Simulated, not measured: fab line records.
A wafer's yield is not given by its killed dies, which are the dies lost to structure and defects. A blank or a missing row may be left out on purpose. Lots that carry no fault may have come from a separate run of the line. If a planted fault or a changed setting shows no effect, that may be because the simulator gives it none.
Chamber matching ; flow sky130 ; 3 sister chambers for SKY_PASSIVATION_CVD_02 on pecvd-04
The step deposits Si3N4, target thk 540 nm. 6 wafers are shown with their chamber, then 7 later ones without.

WAFERS WITH THEIR CHAMBER
wafer;chamber;heater power w (W)
L081.1;2;797
L081.5;2;816
L083.5;0;671
L083.6;1;871
L085.1;0;759
L085.4;1;838

WAFERS WITH NO CHAMBER GIVEN
wafer;heater power w (W)
L085.5;719
L087.1;719
L087.2;792
L087.3;690
L091.1;829
L091.2;763
L091.4;607

THE CHAMBER EACH PASSED THROUGH
wafer;from the rows above;in truth
L085.5;0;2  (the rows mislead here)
L087.1;0;0
L087.2;can't be placed: 2 or 1 or 0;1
L087.3;0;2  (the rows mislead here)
L091.1;can't be placed: 2 or 1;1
L091.2;can't be placed: 2 or 0 or 1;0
L091.4;0;0
Correct placement for 2 of the 7. Cannot be placed on the basis of these rows: 3; the candidates contain the true chamber in 3. Number placed wrongly: 2.
How it was worked out, from the rows above alone: a wafer's distance from a chamber is the root of the sum, over the readings, of the square of ((its reading less the chamber's mean) divided by the reading's scatter). The wafer belongs to the nearest chamber; if the next one is less than 2 further off, it can't be placed. A chamber's mean is the mean of its shown wafers. The scatter: take each reading less its chamber's mean, square it, sum over the shown wafers, divide by the number of wafers less the number of chambers, and take the root.
